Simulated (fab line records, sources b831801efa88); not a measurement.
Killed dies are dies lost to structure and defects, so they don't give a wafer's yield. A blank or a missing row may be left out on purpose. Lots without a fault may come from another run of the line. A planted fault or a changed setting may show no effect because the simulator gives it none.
fab line records | flow sky130
record lots=6 wafers=18 last_day=50
route steps=708 shown PAD_OPEN@694
lots that met no fault: from a run of the same line without faults
start_h: hours from the record's first day to the start of the lot's first wafer shown | wait_h: hours since the lot's step before | " the same as in the row above | L1.1+2: a row that stands for several wafers | - no value, or no start given | * or withheld: withheld | < > ~ a bound
route shown NAME@n: a module of which the file shows steps, and the number in the route of the first | usual: mean/standard deviation of fault-free wafers | same: alike in all rows | chamber/n: place in a boat | sites: the reading at each site | _std_site: their standard deviation | _edge_site: outer sites' mean less inner sites' | radius_mm: how far each site lies from the wafer's centre | mask NAME#n: copy n | behind: the tool/chamber that last shaped the wafer | hold: why the lot was held/for how many hours/how that ended | device: the transistor (n, p or np) that didn't switch | end of line: the same wafers' tests at the end of the route | a step without rows: its recipe alone | killed: dies lost to structure and defects at the first sort, not the wafer's yield | map: a wafer's dies, x killed, . not, _ none there
set.NAME: the setting as run; set.NAME@STEP: as run at that earlier step | model.NAME: the simulator's own value behind a step, which no gauge read
lots at some steps of the route; a table a step, a row a wafer
services: from which hour (start_h, from the record's first day; less than 0 if before it) a tool's chamber was out of use, for how many hours, and why
## steps
# step SKY_PAD_OPEN_DEHYDRATE_00
# recipe temp_c=200 time_s=60
# step SKY_PAD_OPEN_HMDS_01
# recipe prime_time_s=60 prime_temp_c=120
# step SKY_PAD_OPEN_COAT_02
# recipe spin_rpm=2000 resist_thk_nm=3000
# step SKY_PAD_OPEN_SOFTBAKE_03
# recipe temp_c=110 time_s=withheld
# step SKY_PAD_OPEN_EXPOSE_04
# recipe mask_id=PDM target_cd_nm=60000 na=0.57 dose_mj=260
# step SKY_PAD_OPEN_PEB_05
# recipe temp_c=115 time_s=withheld
# step SKY_PAD_OPEN_DEVELOP_06
# recipe develop_time_s=60 dev_temp_c=23
# step SKY_PAD_OPEN_ETCH_07
# recipe chemistry=CF4/O2 target_depth_nm=725 stop_on=AlCu source_w=800 bias_w=150 pressure_mtorr=150 cf4_flow_sccm=80 O2_flow_sccm=10 time_s=161.1
# usual cf4_flow_sccm=80.02/0.28 drypump_motor_current_A=5.7/0.41 oes_product_au=0.976/0.0084 throttle_valve_pct=5.963/0.0089
# columns lot.wafer tool chamber start_h wait_h cf4_flow_sccm drypump_motor_current_A oes_product_au rf_hours_counter_h throttle_valve_pct
L103.2 rie_diel-01 3 1091.92 - 79.86 6.4 0.962 1 5.961
L103.5 " 0 " " 79.95 5.9 0.979 - 5.949
L103.6 " 3 " " 79.83 6.3 0.970 - 5.959
L115.2 rie_diel-02 1 1165.14 - 80.08 5.5 0.968 25 5.963
L115.5 " 2 " " 80.38 5.1 0.969 - 5.961
L115.6 " 3 " " 80.04 5.5 0.982 - 5.955
L117.1 rie_diel-02 0 1173.94 - 80.14 5.9 0.982 14 5.979
L117.3 " 2 " " 79.96 5.0 0.974 22 5.949
L117.5 " 2 " " 80.25 5.0 0.970 - 5.958
L118.2 rie_diel-02 1 1174.99 - 79.94 5.5 0.957 26 5.956
L118.3 " 0 " " 79.99 5.9 0.976 14 5.949
L118.6 " 2 " " 79.95 5.1 0.973 - 5.945
L121.1 rie_diel-02 3 1192.29 - 79.64 5.5 0.972 11 5.966
L121.2 " 1 " " 80.59 5.5 0.959 26 5.956
L121.5 " 2 " " 80.49 5.1 0.976 - 5.951
L123.1 rie_diel-01 3 1198.24 - 79.78 6.3 0.963 5 5.951
L123.3 " 2 " " 80.15 5.0 0.972 9 5.964
L123.5 " 3 " " 80.07 6.3 0.970 - 5.970
# step SKY_PAD_OPEN_STRIP_08
# recipe chemistry=O2/N2 power_w=1400 pressure_mtorr=1500 platen_temp_c=withheld overash_fraction=0.7 o2_flow_sccm=3000 n2_flow_sccm=300
# usual drypump_motor_current_A=5.5/0.31 oes_product_au=0.663/0.0046
# columns lot.wafer tool chamber start_h wait_h drypump_motor_current_A oes_product_au rf_hours_counter_h
L103.2 plasma_asher-03 0 1092.03 0.1 5.7 0.661 97
L103.5 " 0 " " 5.7 0.661 -
L103.6 " 1 " " 6.1 0.662 -
L115.2 plasma_asher-01 1 1165.24 0.1 5.2 0.670 71
L115.5 " 0 " " 5.6 0.662 -
L115.6 " 1 " " 5.2 0.669 -
L117.1 plasma_asher-04 1 1174.04 0.1 5.6 0.661 10
L117.3 " 1 " " 5.7 0.666 -
L117.5 " 0 " " 5.1 0.662 -
L118.2 plasma_asher-03 1 1175.09 0.1 6.0 0.667 105
L118.3 " 1 " " 6.1 0.662 -
L118.6 " 0 " " 5.7 0.661 -
L121.1 plasma_asher-01 0 1192.40 0.1 5.6 0.666 73
L121.2 " 1 " " 5.2 0.658 73
L121.5 " 1 " " 5.2 0.663 -
L123.1 plasma_asher-04 1 1198.35 0.1 5.7 0.672 13
L123.3 " 0 " " 5.1 0.668 -
L123.5 " 1 " " 5.6 0.664 -
# step SKY_PAD_OPEN_STRIP_09
# recipe chemistry=post_etch_residue_remover time_s=1157 temp_c=72.5
# step SKY_PAD_OPEN_CLEAN_10
# recipe chemistry=IPA time_s=180 temp_c=25
# step SKY_PAD_OPEN_CLEAN_11
# recipe chemistry=O3/DIW dry=n2_spin
# step SKY_PAD_OPEN_ANNEAL_12
# recipe temp_c=400 time_s=withheld ambient=N2/H2 idle_temp_c=300 ramp_up_c_per_min=8 ramp_down_c_per_min=4
# usual spike_tc_centre_C=401.9/1.2 spike_tc_lower_C=400.5/1 spike_tc_upper_C=398.8/1.7 tube_center_temp_C=400/0.037 tube_center_temp_C_max=401.03/0.16 zone_power_upper_pct=4.4/0.56
# columns lot.wafer tool chamber start_h wait_h spike_tc_centre_C spike_tc_lower_C spike_tc_upper_C tube_center_temp_C tube_center_temp_C_max zone_power_upper_pct
L103.2 furnace-02 0 1092.63 0.0 402.8 398.4 396.9 400.05 401.12 3.8
L103.5 " 0 " " 402.7 399.4 397.3 399.95 400.71 3.9
L103.6 " 0 " " 404.9 400.3 397.4 400.02 401.06 3.8
L115.2 furnace-02 0 1165.83 0.0 403.2 398.1 398.0 400.03 401.02 3.8
L115.5 " 0 " " 402.5 399.5 396.6 400.01 401.13 3.9
L115.6 " 0 " " 402.5 401.1 396.8 399.99 400.80 3.8
L117.1 furnace-02 0 1174.63 0.0 397.9 395.5 393.0 394.92 396.10 3.8
L117.3 " 0 " " 398.4 394.8 392.3 394.87 395.79 3.8
L117.5 " 0 " " 396.9 395.3 392.3 394.9 396.29 3.7
L118.2 furnace-02 0 1176.13 0.4 398.0 394.5 391.8 394.86 395.93 3.8
L118.3 " 0 " " 395.9 395.2 392.5 394.89 395.80 3.8
L118.6 " 0 " " 397.7 395.3 393.1 394.86 395.97 3.7
L121.1 furnace-01 0 1192.99 0.0 401.0 401.6 401.2 400.01 400.92 4.9
L121.2 " 0 " " 402.0 400.8 398.1 400.03 401.08 5.1
L121.5 " 0 " " 399.3 399.2 400.4 400.01 401.33 4.9
L123.1 furnace-01 0 1198.94 0.0 401.5 400.7 398.1 399.93 400.77 5.0
L123.3 " 0 " " 400.4 400.8 400.1 400.02 400.91 5.0
L123.5 " 0 " " 402.2 400.7 401.9 399.96 401.05 4.9
# step SKY_PAD_OPEN_BOW_MEAS_13
# recipe mode=bow
# usual PAD_OPEN_BOW=48/8.8
# columns lot.wafer tool chamber start_h wait_h PAD_OPEN_BOW[um]
L103.2 film_metro-02 - 1094.15 - 63
L103.5 " - " " 64
L103.6 " - " " 53
L115.2 film_metro-03 - 1167.35 - 51
L115.5 " - " " 45
L115.6 " - " " 49
L117.1 film_metro-04 - 1176.13 - 50
L117.3 " - " " 48
L117.5 " - " " 63
L118.2 film_metro-04 - 1177.65 - 51
L118.3 " - " " 60
L118.6 " - " " 56
L121.1 film_metro-03 - 1194.49 - 45
L121.2 " - " " 46
L121.5 " - " " 42
L123.1 film_metro-02 - 1200.44 - 55
L123.3 " - " " 53
L123.5 " - " " 57
# step SKY_PAD_OPEN_PROBE_99
# usual defect_limited_yield=82.3/2.1 killed_at_M0_to_M3=44/7.3 killed_at_M4_up=3.3/1.8 killed_at_contacts=24/5.3 killed_at_front_end=16/5 killed_at_other=0.2/0.51 killed_dies=87/10 killed_open=47/7.5 killed_short=40/6.3 sort_bin_3_pad_short=0.9/0.41 sort_bin_5_function=10.5/1.6 sort_bin_6_memory=6.3/1.2 sort_n_pass=405/10 sort_yield_pct=82.3/2.1
# same gross_dies=492 killed_at_back_side=0 sort_bin_4_leakage[%]=0 sort_bin_8_speed[%]=0
# columns lot.wafer tool chamber start_h wait_h defect_limited_yield[%] killed_at_M0_to_M3 killed_at_M4_up killed_at_contacts killed_at_front_end killed_at_other killed_dies killed_open killed_short sort_bin_3_pad_short[%] sort_bin_5_function[%] sort_bin_6_memory[%] sort_n_pass sort_yield_pct[%]
L103.2 prober-02 - 1094.30 0.1 80.7 54 3 23 15 0 95 55 40 0.6 11.4 7.3 397 80.7
L103.5 prober-02 - 1094.45 0.2 80.3 53 2 30 11 1 97 52 45 0.8 13.2 5.7 395 80.3
L103.6 prober-02 - 1094.50 0.2 83.9 30 1 33 14 1 79 36 43 1.0 10.0 5.1 413 83.9
L115.2 prober-02 - 1167.50 0.1 82.5 44 4 22 14 2 86 46 39 0.8 9.8 6.9 406 82.5
L115.5 prober-02 - 1167.65 0.2 82.7 38 3 22 21 1 85 43 42 0.6 9.8 6.9 407 82.7
L115.6 prober-02 - 1167.70 0.2 80.3 58 3 20 16 0 97 56 41 1.4 10.2 8.1 395 80.3
L117.1 prober-02 - 1176.25 0.1 82.5 52 4 23 6 1 86 45 41 1.0 9.8 6.7 406 82.5
L117.3 prober-02 - 1176.35 0.2 81.3 42 4 38 8 0 92 54 38 1.0 10.4 7.3 400 81.3
L117.5 prober-02 - 1176.45 0.2 83.7 39 4 28 9 0 80 50 30 0.8 9.1 6.3 412 83.7
L118.2 prober-01 - 1177.80 0.1 81.7 60 4 14 12 0 90 46 44 1.0 11.4 5.9 402 81.7
L118.3 prober-01 - 1177.85 0.2 82.1 49 4 24 11 0 88 44 44 1.4 12.2 4.3 404 82.1
L118.6 prober-01 - 1178.00 0.2 81.7 52 1 22 15 0 90 50 40 0.4 10.8 7.1 402 81.7
L121.1 prober-02 - 1194.61 0.1 85.0 37 1 22 14 0 74 46 28 0.8 8.7 5.5 418 85.0
L121.2 prober-02 - 1194.66 0.1 79.7 44 2 30 24 0 100 53 47 1.0 11.4 7.9 392 79.7
L121.5 prober-02 - 1194.81 0.2 82.7 38 3 26 18 0 85 54 31 0.6 10.8 5.9 407 82.7
L123.1 prober-02 - 1200.56 0.1 78.3 57 4 24 22 0 107 56 51 0.2 15.2 6.3 385 78.3
L123.3 prober-02 - 1200.66 0.2 80.9 56 3 20 15 0 94 46 48 1.2 11.8 6.1 398 80.9
L123.5 prober-02 - 1200.76 0.2 76.0 66 4 28 20 0 118 62 56 1.8 11.6 10.6 374 76.0
# killed by level:class
L103.2 VIA1:geometric_particle:open=11 CONTACT:geometric_particle:open=11 VIA2:geometric_particle:open=10 METAL1:geometric_particle:short=9 LI_CONTACT:geometric_particle:open=7 METAL2:geometric_particle:short=6 VIA3:geometric_particle:open=6 POLY_GATE:geometric_particle:short=4
L103.5 VIA1:geometric_particle:open=14 LI_CONTACT:geometric_particle:open=10 VIA3:geometric_particle:open=8 CONTACT:geometric_particle:open=8 VIA3:geometric_particle:short=7 VIA2:geometric_particle:open=6 CONTACT:geometric_particle:short=5 METAL2:geometric_particle:short=5
L103.6 CONTACT:geometric_particle:short=12 LI_CONTACT:geometric_particle:open=8 CONTACT:geometric_particle:open=8 METAL1:geometric_particle:short=8 VIA2:geometric_particle:open=6 VIA1:geometric_particle:open=5 FIELD_ISO:geometric_particle:open=4 POLY_GATE:geometric_particle:short=4
L115.2 VIA3:geometric_particle:open=10 VIA1:geometric_particle:open=8 VIA3:geometric_particle:short=7 LI_CONTACT:geometric_particle:open=6 CONTACT:geometric_particle:open=6 METAL1:geometric_particle:short=6 VIA2:geometric_particle:open=4 FIELD_ISO:geometric_particle:open=3
L115.5 VIA1:geometric_particle:open=9 LI_CONTACT:geometric_particle:open=7 CONTACT:geometric_particle:open=7 POLY_GATE:geometric_particle:short=6 METAL1:geometric_particle:short=6 FIELD_ISO:geometric_particle:short=5 POLY_GATE:geometric_particle:open=5 VIA3:geometric_particle:short=4
L115.6 VIA1:geometric_particle:open=13 CONTACT:geometric_particle:open=9 VIA3:geometric_particle:open=8 METAL1:geometric_particle:short=7 VIA1:geometric_particle:short=7 VIA2:geometric_particle:open=7 METAL2:geometric_particle:short=7 FIELD_ISO:geometric_particle:open=5
L117.1 VIA3:geometric_particle:open=10 VIA2:geometric_particle:open=10 METAL1:geometric_particle:short=9 CONTACT:geometric_particle:open=9 METAL3:geometric_particle:short=6 LI_CONTACT:geometric_particle:open=5 CONTACT:geometric_particle:short=5 VIA1:geometric_particle:open=5
L117.3 CONTACT:geometric_particle:open=15 VIA1:geometric_particle:open=11 LI_CONTACT:geometric_particle:open=9 VIA2:geometric_particle:open=6 METAL3:geometric_particle:short=5 LOCAL_INTERCONNECT:geometric_particle:short=5 METAL2:geometric_particle:short=5 CONTACT:geometric_particle:short=4
L117.5 VIA1:geometric_particle:open=12 LI_CONTACT:geometric_particle:open=11 CONTACT:geometric_particle:open=6 VIA2:geometric_particle:open=6 VIA3:geometric_particle:open=5 LOCAL_INTERCONNECT:geometric_particle:short=4 VIA1:geometric_particle:short=4 VIA3:geometric_particle:short=4
L118.2 VIA1:geometric_particle:open=16 METAL1:geometric_particle:short=10 VIA2:geometric_particle:open=8 CONTACT:geometric_particle:open=6 VIA3:geometric_particle:open=5 VIA1:geometric_particle:short=5 METAL2:geometric_particle:short=5 FIELD_ISO:geometric_particle:short=4
L118.3 VIA1:geometric_particle:open=10 METAL2:geometric_particle:short=8 VIA2:geometric_particle:open=8 CONTACT:geometric_particle:open=7 LI_CONTACT:geometric_particle:open=6 VIA1:geometric_particle:short=6 VIA3:geometric_particle:open=6 METAL1:geometric_particle:short=5
L118.6 VIA1:geometric_particle:open=13 VIA3:geometric_particle:open=8 METAL2:geometric_particle:short=7 METAL1:geometric_particle:short=6 VIA2:geometric_particle:open=6 LI_CONTACT:geometric_particle:short=5 LOCAL_INTERCONNECT:geometric_particle:short=5 CONTACT:geometric_particle:open=5
L121.1 CONTACT:geometric_particle:open=14 VIA1:geometric_particle:open=12 FIELD_ISO:geometric_particle:open=9 VIA2:geometric_particle:open=5 CONTACT:geometric_particle:short=4 METAL1:geometric_particle:short=4 METAL2:geometric_particle:short=4 VIA3:geometric_particle:open=3
L121.2 CONTACT:geometric_particle:open=10 VIA1:geometric_particle:short=8 LI_CONTACT:geometric_particle:open=8 POLY_GATE:geometric_particle:open=7 VIA1:geometric_particle:open=7 VIA3:geometric_particle:open=7 METAL2:geometric_particle:short=6 FIELD_ISO:geometric_particle:short=5
L121.5 VIA1:geometric_particle:open=14 CONTACT:geometric_particle:open=13 VIA2:geometric_particle:open=9 POLY_GATE:geometric_particle:open=7 METAL2:geometric_particle:short=7 FIELD_ISO:geometric_particle:short=5 LI_CONTACT:geometric_particle:open=4 LOCAL_INTERCONNECT:geometric_particle:short=4
L123.1 VIA1:geometric_particle:open=10 VIA2:geometric_particle:open=9 CONTACT:geometric_particle:open=8 VIA1:geometric_particle:short=7 METAL2:geometric_particle:short=7 VIA3:geometric_particle:open=7 FIELD_ISO:geometric_particle:short=6 LI_CONTACT:geometric_particle:open=6
L123.3 VIA1:geometric_particle:open=10 FIELD_ISO:geometric_particle:short=9 VIA1:geometric_particle:short=9 VIA3:geometric_particle:open=9 VIA2:geometric_particle:open=8 CONTACT:geometric_particle:open=7 VIA2:geometric_particle:short=7 METAL2:geometric_particle:short=5
L123.5 VIA1:geometric_particle:open=15 METAL2:geometric_particle:short=13 METAL1:geometric_particle:short=9 VIA2:geometric_particle:open=9 LI_CONTACT:geometric_particle:open=7 CONTACT:geometric_particle:open=7 CONTACT:geometric_particle:short=7 VIA3:geometric_particle:open=6
## services
# columns tool chamber start_h hours kind
furnace-01 - 1071.27 3.4 pm
rie_diel-01 3 1109.47 19.0 repair
plasma_asher-01 - 1130.71 4.0 pm
rie_diel-01 - 1133.69 0.3 repair
rie_diel-01 2 1145.09 2.4 repair
rie_diel-02 2 1145.82 10.2 repair
rie_diel-01 0 1146.47 3.7 repair
furnace-01 - 1175.10 3.6 pm
## key
first_sign step=SKY_PAD_OPEN_ANNEAL_12 reading=tube_center_temp_C direction=down sigmas=99+ usual=* struck=*
effect step=SKY_PAD_OPEN_ANNEAL_12 reading=tube_center_temp_C_max direction=down sigmas=32 usual=* struck=*
met_at SKY_PAD_OPEN_ANNEAL_12
struck_wafers L117.1,L117.3,L117.5,L118.2,L118.3,L118.6
onset_between 1165.83 1174.63
fault kind=process_parameter_drift tool=furnace-02 chamber=- onset_h=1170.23 steps=SKY_PAD_OPEN_ANNEAL_12 channel=temp_c offset=* shape=step end_h=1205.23 acts_in=* stated=*
